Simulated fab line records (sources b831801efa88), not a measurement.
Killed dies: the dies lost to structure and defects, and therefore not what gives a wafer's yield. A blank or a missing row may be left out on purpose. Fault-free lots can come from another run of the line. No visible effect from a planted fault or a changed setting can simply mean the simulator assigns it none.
fab line records + flow gf180mcu
record:
- lots: 6
- wafers: 18
- last-day: 34
route steps=602 shown SAB@277 SALICIDE@278 CONTACT@287
lots that met no fault: from a run of the same line without faults
start-h: the number of hours between the record's first day and the start of the first shown wafer of the lot + wait-h: hours elapsed since this lot's preceding step + " repeats the value in the row above + L1.1+2: a row that stands for several wafers + - no value, or no start was given + * or withheld: withheld + < > ~ a bound
route shown NAME@n: NAME is a module with steps in the file, n the number in the route of the first one + usual: mean/standard deviation of fault-free wafers + same: alike in all rows + chamber/n: place in a boat + sites: the reading at each site + _std_site: how widely they spread, as a standard deviation + _edge_site: mean of outer sites minus mean of inner sites + radius-mm: for every site, how far away it sits from the centre of the wafer + mask NAME#n: copy n + behind: the most recent tool/chamber to have shaped the wafer + hold: cause of the lot's hold/its duration in hours/its outcome + device: the transistor (n, p or np) that didn't switch + end of line: at the end of the route, the tests of the same wafers + a step with no rows: only its recipe + killed: not the wafer's yield, but the dies lost to structure and defects at the first sort + map: dies across one wafer; x = killed, . = not, _ = none there
set.NAME: the run value of the setting; set.NAME@STEP: its run value at that earlier step + model.NAME: the simulator's own value behind a step, which no gauge read
lots at some steps of the route; a table a step, a row a wafer
services: when a tool's chamber went out of use (start-h, in hours from the record's first day, below 0 if earlier), for how many hours, and the reason
== steps ==
step: GF_SAB_STRIP_13
recipe:
- chemistry: O2/N2
- power-w: 1400
- pressure-mtorr: 1500
- platen-temp-c: 250
- o2-flow-sccm: 3000
- n2-flow-sccm: 300
- overash-fraction: 0.5
usual:
- drypump-motor-current-A: 5.5/0.47
- heater-power-w: 335/56
- oes-product-au: 0.710/0.0045
- strip-time-to-endpoint-s: 12.61/0.033
| lot.wafer | tool            | chamber | start-h | wait-h | drypump-motor-current-A | heater-power-w | oes-product-au | rf-hours-counter-h | strip-time-to-endpoint-s |
|-----------|-----------------|---------|---------|--------|-------------------------|----------------|----------------|--------------------|--------------------------|
| L976.1    | plasma-asher-02 | 1       | 363.15  | 0.0    | 5.2                     | 413            | 0.710          | 49                 | 12.59                    |
| L976.4    | "               | 1       | "       | "      | 5.2                     | 416            | 0.712          | -                  | 12.66                    |
| L976.6    | "               | 0       | "       | "      | 5.1                     | 314            | 0.710          | -                  | 12.60                    |
| L977.1    | plasma-asher-04 | 0       | 369.02  | 0.0    | 5.8                     | 442            | 0.706          | 73                 | 12.62                    |
| L977.3    | "               | 0       | "       | "      | 5.8                     | 431            | 0.707          | -                  | 12.63                    |
| L977.6    | "               | 1       | "       | "      | 6.2                     | 316            | 0.709          | -                  | 12.63                    |
| L987.1    | plasma-asher-04 | 1       | 464.63  | 0.0    | 6.1                     | 308            | 0.715          | 3                  | 12.62                    |
| L987.2    | "               | 0       | "       | "      | 5.8                     | 415            | 0.707          | 3                  | 12.60                    |
| L987.3    | "               | 0       | "       | "      | 5.8                     | 415            | 0.707          | -                  | 12.58                    |
| L990.3    | plasma-asher-03 | 0       | 484.81  | 0.0    | 5.0                     | 279            | 0.709          | -                  | 12.59                    |
| L990.4    | "               | 1       | "       | "      | 6.1                     | 283            | 0.708          | -                  | 12.59                    |
| L990.6    | "               | 1       | "       | "      | 6.1                     | 290            | 0.713          | -                  | 12.62                    |
| L994.1    | plasma-asher-03 | 1       | 529.10  | 0.0    | 6.1                     | 291            | 0.703          | 96                 | 12.63                    |
| L994.3    | "               | 0       | "       | "      | 5.0                     | 272            | 0.708          | -                  | 12.65                    |
| L994.6    | "               | 0       | "       | "      | 5.0                     | 269            | 0.709          | -                  | 12.64                    |
| L996.1    | plasma-asher-04 | 0       | 533.93  | 0.0    | 5.9                     | 406            | 0.719          | 11                 | 12.62                    |
| L996.4    | "               | 0       | "       | "      | 5.9                     | 406            | 0.709          | -                  | 12.57                    |
| L996.5    | "               | 1       | "       | "      | 6.2                     | 316            | 0.711          | -                  | 12.66                    |
step: GF_SALICIDE_CLEAN_00
recipe:
- chemistry: SC1/SC2
- mix: 1:4:20
- temp-c: 70
- time-s: 150
step: GF_SALICIDE_WET_ETCH_01
recipe:
- chemistry: dHF
- target-depth-nm: 5
- dry: ipa-marangoni
- target: SiO2
- temp-c: 25
- dilution: 100:1
- time-s: 100
step: GF_SALICIDE_SPUTTER_02
recipe:
- material: Co
- target-thk-nm: 10
- power-w: 1000
- time-s: 20
- chamber-pressure-pa: 0.4
usual:
- throttle-valve-pct: 30.3/0.66
| lot.wafer | tool           | chamber | start-h | wait-h | throttle-valve-pct |
|-----------|----------------|---------|---------|--------|--------------------|
| L976.1    | pvd-sputter-02 | -       | 363.34  | 0.0    | 30.7               |
| L976.4    | "              | -       | "       | "      | 30.1               |
| L976.6    | "              | -       | "       | "      | 29.7               |
| L977.1    | pvd-sputter-02 | -       | 369.21  | 0.0    | 30.4               |
| L977.3    | "              | -       | "       | "      | 29.5               |
| L977.6    | "              | -       | "       | "      | 30.6               |
| L987.1    | pvd-sputter-03 | -       | 464.82  | 0.0    | 30.2               |
| L987.2    | "              | -       | "       | "      | 29.9               |
| L987.3    | "              | -       | "       | "      | 30.9               |
| L990.3    | pvd-sputter-03 | -       | 484.97  | 0.0    | 30.1               |
| L990.4    | "              | -       | "       | "      | 31.2               |
| L990.6    | "              | -       | "       | "      | 30.1               |
| L994.1    | pvd-sputter-01 | -       | 529.29  | 0.0    | 29.7               |
| L994.3    | "              | -       | "       | "      | 30.4               |
| L994.6    | "              | -       | "       | "      | 32.1               |
| L996.1    | pvd-sputter-01 | -       | 534.12  | 0.0    | 29.8               |
| L996.4    | "              | -       | "       | "      | 31.6               |
| L996.5    | "              | -       | "       | "      | 30.0               |
step: GF_SALICIDE_SPUTTER_03
recipe:
- material: TiN
- target-thk-nm: 20
- power-w: 6500
- time-s: 16.7
- chamber-pressure-pa: 0.4
usual:
- throttle-valve-pct: 30.3/0.67
| lot.wafer | tool           | chamber | start-h | wait-h | throttle-valve-pct |
|-----------|----------------|---------|---------|--------|--------------------|
| L976.1    | pvd-sputter-02 | -       | 363.37  | 0.0    | 30.6               |
| L976.4    | "              | -       | "       | "      | 29.4               |
| L976.6    | "              | -       | "       | "      | 29.6               |
| L977.1    | pvd-sputter-02 | -       | 369.24  | 0.0    | 30.5               |
| L977.3    | "              | -       | "       | "      | 29.8               |
| L977.6    | "              | -       | "       | "      | 30.6               |
| L987.1    | pvd-sputter-03 | -       | 464.85  | 0.0    | 30.3               |
| L987.2    | "              | -       | "       | "      | 29.6               |
| L987.3    | "              | -       | "       | "      | 31.1               |
| L990.3    | pvd-sputter-03 | -       | 485.00  | 0.0    | 30.1               |
| L990.4    | "              | -       | "       | "      | 30.9               |
| L990.6    | "              | -       | "       | "      | 30.0               |
| L994.1    | pvd-sputter-01 | -       | 529.32  | 0.0    | 29.9               |
| L994.3    | "              | -       | "       | "      | 30.6               |
| L994.6    | "              | -       | "       | "      | 31.8               |
| L996.1    | pvd-sputter-01 | -       | 534.14  | 0.0    | 29.8               |
| L996.4    | "              | -       | "       | "      | 31.9               |
| L996.5    | "              | -       | "       | "      | 29.6               |
step: GF_SALICIDE_RS_MEAS_04
recipe:
- thk-meas-gauge: four-point-probe
- reads: TiN_of_SALICIDE_SPUTTER_03+Co_of_SALICIDE_SPUTTER_02
usual:
- SALICIDE_TIN_RS: 16.4/0.4
| lot.wafer | tool          | chamber | start-h | wait-h | SALICIDE_TIN_RS[ohm/sq] |
|-----------|---------------|---------|---------|--------|-------------------------|
| L976.1    | film-metro-04 | -       | 363.39  | 0.0    | 16.9                    |
| L976.4    | "             | -       | "       | "      | 16.9                    |
| L976.6    | "             | -       | "       | "      | 16.8                    |
| L977.1    | film-metro-03 | -       | 369.26  | 0.0    | 16.7                    |
| L977.3    | "             | -       | "       | "      | 16.6                    |
| L977.6    | "             | -       | "       | "      | 16.8                    |
| L987.1    | film-metro-03 | -       | 464.87  | 0.0    | 16.8                    |
| L987.2    | "             | -       | "       | "      | 16.5                    |
| L987.3    | "             | -       | "       | "      | 16.1                    |
| L990.3    | film-metro-02 | -       | 485.06  | 0.1    | 16.5                    |
| L990.4    | "             | -       | "       | "      | 16.0                    |
| L990.6    | "             | -       | "       | "      | 16.3                    |
| L994.1    | film-metro-04 | -       | 529.34  | 0.0    | 16.2                    |
| L994.3    | "             | -       | "       | "      | 16.3                    |
| L994.6    | "             | -       | "       | "      | 15.7                    |
| L996.1    | film-metro-02 | -       | 534.17  | 0.0    | 16.4                    |
| L996.4    | "             | -       | "       | "      | 15.8                    |
| L996.5    | "             | -       | "       | "      | 16.5                    |
step: GF_SALICIDE_THK_MEAS_05
recipe:
- thk-meas-gauge: xrf
- reads: TiN_of_SALICIDE_SPUTTER_03
usual:
- SALICIDE_TIN_THK: 20.0/0.4
| lot.wafer | tool          | chamber | start-h | wait-h | SALICIDE_TIN_THK[nm] |
|-----------|---------------|---------|---------|--------|----------------------|
| L976.1    | film-metro-04 | -       | 363.51  | 0.1    | 19.7                 |
| L976.4    | "             | -       | "       | "      | 19.9                 |
| L976.6    | "             | -       | "       | "      | 19.7                 |
| L977.1    | film-metro-03 | -       | 369.38  | 0.1    | 19.6                 |
| L977.3    | "             | -       | "       | "      | 19.7                 |
| L977.6    | "             | -       | "       | "      | 19.7                 |
| L987.1    | film-metro-03 | -       | 464.99  | 0.1    | 20.8                 |
| L987.2    | "             | -       | "       | "      | 20.1                 |
| L987.3    | "             | -       | "       | "      | 20.4                 |
| L990.3    | film-metro-02 | -       | 485.16  | 0.1    | 20.7                 |
| L990.4    | "             | -       | "       | "      | 20.6                 |
| L990.6    | "             | -       | "       | "      | 20.8                 |
| L994.1    | film-metro-04 | -       | 529.46  | 0.1    | 19.7                 |
| L994.3    | "             | -       | "       | "      | 19.3                 |
| L994.6    | "             | -       | "       | "      | 19.3                 |
| L996.1    | film-metro-02 | -       | 534.29  | 0.1    | 20.7                 |
| L996.4    | "             | -       | "       | "      | 20.3                 |
| L996.5    | "             | -       | "       | "      | 20.6                 |
step: GF_SALICIDE_RTA_06
recipe:
- temp-c: 530
- time-s: 30
- ambient: N2
usual:
- lamp-power-pct: 6.7/0.54
- wafer_temp_C_max: 532.6/0.94
| lot.wafer | tool          | chamber | start-h | wait-h | lamp-power-pct | wafer_temp_C_max |
|-----------|---------------|---------|---------|--------|----------------|------------------|
| L976.1    | rtp-anneal-02 | 0       | 363.57  | 0.1    | 7.3            | 531.2            |
| L976.4    | "             | 0       | "       | "      | 7.3            | 531.5            |
| L976.6    | "             | 0       | "       | "      | 7.3            | 531.2            |
| L977.1    | rtp-anneal-02 | 0       | 369.44  | 0.1    | 7.3            | 532.2            |
| L977.3    | "             | 0       | "       | "      | 7.3            | 532.4            |
| L977.6    | "             | 0       | "       | "      | 7.3            | 531.5            |
| L987.1    | rtp-anneal-01 | 0       | 465.05  | 0.1    | 6.2            | 532.9            |
| L987.2    | "             | 0       | "       | "      | 6.2            | 533.3            |
| L987.3    | "             | 0       | "       | "      | 6.2            | 533.3            |
| L990.3    | rtp-anneal-01 | 0       | 485.24  | 0.1    | 6.2            | 532.9            |
| L990.4    | "             | 0       | "       | "      | 6.2            | 532.7            |
| L990.6    | "             | 0       | "       | "      | 6.2            | 533.1            |
| L994.1    | rtp-anneal-02 | 0       | 529.52  | 0.1    | 7.3            | 531.8            |
| L994.3    | "             | 0       | "       | "      | 7.3            | 531.8            |
| L994.6    | "             | 0       | "       | "      | 7.3            | 531.4            |
| L996.1    | rtp-anneal-01 | 0       | 534.35  | 0.1    | 6.2            | 533.5            |
| L996.4    | "             | 0       | "       | "      | 6.2            | 532.3            |
| L996.5    | "             | 0       | "       | "      | 6.2            | 532.4            |
step: GF_SALICIDE_WET_ETCH_07
recipe:
- chemistry: SPM
- target-depth-nm: 120
- dry: n2-spin
step: GF_SALICIDE_RTA_08
recipe:
- temp-c: 800
- time-s: 30
- ambient: N2
usual:
- lamp-power-pct: 19.1/1.5
- wafer_temp_C_max: 803.6/1.5
| lot.wafer | tool          | chamber | start-h | wait-h | lamp-power-pct | wafer_temp_C_max |
|-----------|---------------|---------|---------|--------|----------------|------------------|
| L976.1    | rtp-anneal-01 | 0       | 363.77  | 0.0    | 17.4           | 804.3            |
| L976.4    | "             | 0       | "       | "      | 17.3           | 805.2            |
| L976.6    | "             | 0       | "       | "      | 17.3           | 805.4            |
| L977.1    | rtp-anneal-01 | 0       | 369.64  | 0.0    | 17.3           | 805.0            |
| L977.3    | "             | 0       | "       | "      | 17.4           | 806.4            |
| L977.6    | "             | 0       | "       | "      | 17.3           | 806.2            |
| L987.1    | rtp-anneal-02 | 0       | 465.24  | 0.0    | 20.4           | 802.0            |
| L987.2    | "             | 0       | "       | "      | 20.3           | 804.2            |
| L987.3    | "             | 0       | "       | "      | 20.3           | 802.2            |
| L990.3    | rtp-anneal-02 | 0       | 485.44  | 0.0    | 20.4           | 803.0            |
| L990.4    | "             | 0       | "       | "      | 20.4           | 803.0            |
| L990.6    | "             | 0       | "       | "      | 20.4           | 802.6            |
| L994.1    | rtp-anneal-01 | 0       | 529.72  | 0.0    | 17.3           | 804.6            |
| L994.3    | "             | 0       | "       | "      | 17.4           | 805.1            |
| L994.6    | "             | 0       | "       | "      | 17.4           | 803.4            |
| L996.1    | rtp-anneal-02 | 0       | 534.54  | 0.0    | 20.4           | 802.0            |
| L996.4    | "             | 0       | "       | "      | 20.4           | 802.1            |
| L996.5    | "             | 0       | "       | "      | 20.3           | 801.6            |
step: GF_CONTACT_CVD_00
recipe:
- material: SiO2
- target-thk-nm: 300
- sigma-open-frac: 0.3
- temp-c: 400
- time-s: 50
- sih4-flow-sccm: 60
- pressure-mtorr: 6
step: GF_CONTACT_THK_MEAS_01
recipe:
- reads: SiO2_of_CONTACT_CVD_00
usual:
- CONTACT_CVD_00_THK: 302/4.7
| lot.wafer | tool          | chamber | start-h | wait-h | CONTACT_CVD_00_THK[nm] |
|-----------|---------------|---------|---------|--------|------------------------|
| L976.1    | film-metro-02 | -       | 363.92  | 0.0    | 304                    |
| L976.4    | "             | -       | "       | "      | 304                    |
| L976.6    | "             | -       | "       | "      | 302                    |
| L977.1    | film-metro-01 | -       | 369.79  | 0.0    | 299                    |
| L977.3    | "             | -       | "       | "      | 302                    |
| L977.6    | "             | -       | "       | "      | 304                    |
| L987.1    | film-metro-02 | -       | 465.39  | 0.0    | 309                    |
| L987.2    | "             | -       | "       | "      | 300                    |
| L987.3    | "             | -       | "       | "      | 299                    |
| L990.3    | film-metro-01 | -       | 485.57  | 0.0    | 300                    |
| L990.4    | "             | -       | "       | "      | 300                    |
| L990.6    | "             | -       | "       | "      | 298                    |
| L994.1    | film-metro-01 | -       | 529.87  | 0.0    | 297                    |
| L994.3    | "             | -       | "       | "      | 306                    |
| L994.6    | "             | -       | "       | "      | 299                    |
| L996.1    | film-metro-04 | -       | 534.69  | 0.0    | 307                    |
| L996.4    | "             | -       | "       | "      | 307                    |
| L996.5    | "             | -       | "       | "      | 311                    |
step: GF_CONTACT_CVD_02
recipe:
- material: SiO2
- target-thk-nm: 860
- precursor: TEOS
- temp-c: 400
- time-s: 95.992
- rf-w: 600
usual:
- heater-power-outer-w: 364/73
- heater-power-w: 661/120
| lot.wafer | tool     | chamber | start-h | wait-h | heater-power-outer-w | heater-power-w | model.SiO2_of_CONTACT_CVD_02.thk-nm |
|-----------|----------|---------|---------|--------|----------------------|----------------|-------------------------------------|
| L976.1    | pecvd-02 | 0       | 363.98  | 0.1    | 347                  | 674            | 858.9                               |
| L976.4    | "        | 2       | "       | "      | 415                  | 817            | 853.4                               |
| L976.6    | "        | 1       | "       | "      | 437                  | 777            | 858.2                               |
| L977.1    | pecvd-03 | 2       | 369.85  | 0.1    | 383                  | 694            | 842.7                               |
| L977.3    | "        | 1       | "       | "      | 274                  | 498            | 849.8                               |
| L977.6    | "        | 2       | "       | "      | 312                  | 612            | 850.6                               |
| L987.1    | pecvd-02 | 1       | 465.45  | 0.1    | 462                  | 803            | 859.4                               |
| L987.2    | "        | 0       | "       | "      | 275                  | 585            | 680.6                               |
| L987.3    | "        | 2       | "       | "      | 430                  | 799            | 671.4                               |
| L990.3    | pecvd-02 | 1       | 485.61  | 0.0    | 371                  | 667            | 672.6                               |
| L990.4    | "        | 2       | "       | "      | 340                  | 694            | 872.5                               |
| L990.6    | "        | 1       | "       | "      | 423                  | 731            | 877.6                               |
| L994.1    | pecvd-03 | 1       | 529.93  | 0.1    | 268                  | 490            | 857.3                               |
| L994.3    | "        | 2       | "       | "      | 330                  | 633            | 840                                 |
| L994.6    | "        | 0       | "       | "      | 284                  | 490            | 863.4                               |
| L996.1    | pecvd-01 | 0       | 534.75  | 0.1    | 389                  | 677            | 845.9                               |
| L996.4    | "        | 0       | "       | "      | 424                  | 663            | 855.9                               |
| L996.5    | "        | 1       | "       | "      | 408                  | 659            | 856.4                               |
step: GF_CONTACT_THK_MEAS_03
recipe:
- reads: SiO2_of_CONTACT_CVD_02
usual:
- CONTACT_CVD_02_THK: 861/12
| lot.wafer | tool          | chamber | start-h | wait-h | hold                     | CONTACT_CVD_02_THK[nm] |
|-----------|---------------|---------|---------|--------|--------------------------|------------------------|
| L976.1    | film-metro-02 | -       | 364.05  | 0.0    | -                        | 859                    |
| L976.4    | "             | -       | "       | "      | -                        | 853                    |
| L976.6    | "             | -       | "       | "      | -                        | 857                    |
| L977.1    | film-metro-02 | -       | 369.95  | 0.1    | -                        | 842                    |
| L977.3    | "             | -       | "       | "      | -                        | 850                    |
| L977.6    | "             | -       | "       | "      | -                        | 851                    |
| L987.1    | film-metro-04 | -       | 465.52  | 0.0    | await-dispo/0.2h/release | 860                    |
| L987.2    | "             | -       | "       | "      | await-dispo/0.2h/release | 681                    |
| L987.3    | "             | -       | "       | "      | await-dispo/0.2h/release | 672                    |
| L987.1    | film-metro-04 | -       | 465.74  | 0.2    | -                        | 859                    |
| L987.2    | "             | -       | "       | "      | -                        | 680                    |
| L987.3    | "             | -       | "       | "      | -                        | 672                    |
| L990.3    | film-metro-02 | -       | 485.70  | 0.1    | await-dispo/0.2h/release | 673                    |
| L990.4    | "             | -       | "       | "      | await-dispo/0.2h/release | 873                    |
| L990.6    | "             | -       | "       | "      | await-dispo/0.2h/release | 877                    |
| L990.3    | film-metro-02 | -       | 485.92  | 0.2    | -                        | 672                    |
| L990.4    | "             | -       | "       | "      | -                        | 873                    |
| L990.6    | "             | -       | "       | "      | -                        | 878                    |
| L994.1    | film-metro-01 | -       | 530.00  | 0.0    | -                        | 857                    |
| L994.3    | "             | -       | "       | "      | -                        | 840                    |
| L994.6    | "             | -       | "       | "      | -                        | 863                    |
| L996.1    | film-metro-02 | -       | 534.82  | 0.0    | -                        | 846                    |
| L996.4    | "             | -       | "       | "      | -                        | 856                    |
| L996.5    | "             | -       | "       | "      | -                        | 857                    |
step: GF_CONTACT_CMP_04
recipe:
- material: SiO2
- down-force-psi: 4
- platen-rpm: 60
- pad-velocity-m-s: 0.94248
usual:
- motor-current-A: 12.0/1
- slurry-flow-ml-min: 150.0/0.5
- time-to-endpoint-s: 108/8.7
| lot.wafer | tool   | chamber | start-h | wait-h | hold                     | motor-current-A | slurry-flow-ml-min | time-to-endpoint-s |
|-----------|--------|---------|---------|--------|--------------------------|-----------------|--------------------|--------------------|
| L976.1    | cmp-02 | 2       | 364.11  | 0.1    | -                        | 12.4            | 150.2              | 110                |
| L976.4    | "      | 0       | "       | "      | -                        | 12.7            | 150.0              | 109                |
| L976.6    | "      | 2       | "       | "      | -                        | 12.5            | 149.6              | 113                |
| L977.1    | cmp-01 | 2       | 370.11  | 0.1    | -                        | 12.7            | 150.2              | 107                |
| L977.3    | "      | 3       | "       | "      | -                        | 10.5            | 150.0              | 99                 |
| L977.6    | "      | 0       | "       | "      | -                        | 12.9            | 149.9              | 108                |
| L987.2    | cmp-02 | 0       | 470.01  | 4.2    | await-dispo/4.2h/release | 12.7            | 150.2              | 45                 |
| L987.3    | "      | 1       | "       | "      | await-dispo/4.2h/release | 11.7            | 149.3              | 37                 |
| L987.1    | "      | 2       | "       | "      | await-dispo/4.2h/release | 11.7            | 150.0              | 113                |
| L990.4    | cmp-01 | 1       | 489.29  | 3.3    | await-dispo/3.3h/release | 12.6            | 149.2              | 101                |
| L990.3    | "      | 3       | "       | "      | await-dispo/3.3h/release | 10.5            | 149.9              | 34                 |
| L990.6    | "      | 0       | "       | "      | await-dispo/3.3h/release | 13.2            | 150.0              | 115                |
| L994.3    | cmp-01 | 3       | 530.06  | 0.0    | -                        | 10.3            | 149.7              | 91                 |
| L994.1    | "      | 0       | "       | "      | -                        | 13.1            | 149.8              | 105                |
| L994.6    | "      | 3       | "       | "      | -                        | 10.6            | 149.5              | 98                 |
| L996.1    | cmp-01 | 2       | 534.88  | 0.1    | -                        | 11.8            | 150.3              | 103                |
| L996.4    | "      | 1       | "       | "      | -                        | 12.9            | 150.8              | 93                 |
| L996.5    | "      | 3       | "       | "      | -                        | 9.9             | 149.5              | 95                 |
step: GF_CONTACT_BOW_MEAS_05
recipe:
- mode: bow
usual:
- CONTACT_BOW: 67/6.9
| lot.wafer | tool          | chamber | start-h | wait-h | CONTACT_BOW[um] |
|-----------|---------------|---------|---------|--------|-----------------|
| L976.1    | film-metro-04 | -       | 364.41  | 0.2    | 78              |
| L976.4    | "             | -       | "       | "      | 68              |
| L976.6    | "             | -       | "       | "      | 64              |
| L977.1    | film-metro-01 | -       | 370.31  | 0.1    | 60              |
| L977.3    | "             | -       | "       | "      | 66              |
| L977.6    | "             | -       | "       | "      | 66              |
| L987.1    | film-metro-04 | -       | 470.31  | 0.1    | 68              |
| L987.2    | "             | -       | "       | "      | 77              |
| L987.3    | "             | -       | "       | "      | 66              |
| L990.3    | film-metro-02 | -       | 489.62  | 0.2    | 70              |
| L990.4    | "             | -       | "       | "      | 83              |
| L990.6    | "             | -       | "       | "      | 68              |
| L994.1    | film-metro-02 | -       | 530.36  | 0.2    | 64              |
| L994.3    | "             | -       | "       | "      | 72              |
| L994.6    | "             | -       | "       | "      | 63              |
| L996.1    | film-metro-04 | -       | 535.18  | 0.2    | 66              |
| L996.4    | "             | -       | "       | "      | 63              |
| L996.5    | "             | -       | "       | "      | 65              |
== services ==
| tool            | chamber | start-h | hours | kind   |
|-----------------|---------|---------|-------|--------|
| rtp-anneal-02   | -       | 351.16  | 4.9   | pm     |
| pecvd-03        | 0       | 354.20  | 19.3  | repair |
| cmp-01          | -       | 360.42  | 1.1   | repair |
| cmp-01          | -       | 362.25  | 2.6   | repair |
| plasma-asher-04 | -       | 376.84  | 4.5   | repair |
| pvd-sputter-02  | -       | 388.29  | 3.1   | repair |
| pvd-sputter-03  | -       | 393.02  | 6.3   | repair |
| pvd-sputter-01  | -       | 397.54  | 0.9   | repair |
| cmp-01          | -       | 404.00  | 4.0   | pm     |
| pvd-sputter-01  | -       | 409.29  | 2.7   | repair |
| pvd-sputter-01  | -       | 418.08  | 5.4   | repair |
| plasma-asher-04 | -       | 421.25  | 9.0   | pm     |
| cmp-01          | -       | 428.04  | 1.6   | repair |
| cmp-01          | -       | 433.48  | 4.8   | repair |
| cmp-01          | -       | 442.36  | 1.7   | repair |
| cmp-01          | -       | 445.44  | 1.0   | repair |
| pvd-sputter-01  | -       | 448.51  | 6.1   | repair |
| cmp-01          | -       | 460.29  | 1.8   | repair |
| pecvd-02        | -       | 465.53  | 1.6   | repair |
| cmp-01          | -       | 472.01  | 2.4   | pm     |
| pvd-sputter-03  | -       | 476.91  | 1.3   | repair |
| plasma-asher-04 | -       | 495.02  | 2.2   | repair |
| pecvd-02        | 2       | 512.14  | 3.5   | repair |
| pvd-sputter-02  | -       | 535.11  | 0.8   | repair |
== key ==
first-sign:
- step: GF_CONTACT_THK_MEAS_03
- reading: visit
- direction: added
effect:
- step: GF_CONTACT_THK_MEAS_03
- reading: CONTACT_CVD_02_THK
- direction: down
- sigmas: 15
- usual: 861
- struck: 675
effect:
- step: GF_CONTACT_CMP_04
- reading: time-to-endpoint-s
- direction: down
- sigmas: 8
- usual: *
- struck: *
model-effect:
- step: GF_CONTACT_CVD_02
- value: SiO2_of_CONTACT_CVD_02.thk-nm
- without: 862.5
- struck: 674.9
met-at GF_CONTACT_CVD_02
struck-wafers L987.2,L987.3,L990.3
sort-left-out L987.2,L987.3,L990.3
tester-left-out L987,L990
onset-between 363.98 465.45
fault:
- kind: process-parameter-drift
- tool: pecvd-02
- chamber: -
- onset-h: 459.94
- steps: GF_CONTACT_CVD_02
- channel: target-thk-nm
- offset: -189.1
- shape: step
- end-h: 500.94
- scope: struck-wafers-only
- acts-in: these-recipes-only
- stated: 860
tester-left-out: of these lots the tester's yield and bins aren't shown, on N5 and GAA mostly nor the transistor test; their killed dies are dies lost to structure and defects alone, not to doping, threshold or leakage, so they don't give the yield
sort-left-out: the simulated sort isn't trusted on such a fault, so these wafers' sort isn't shown, and their yield isn't known
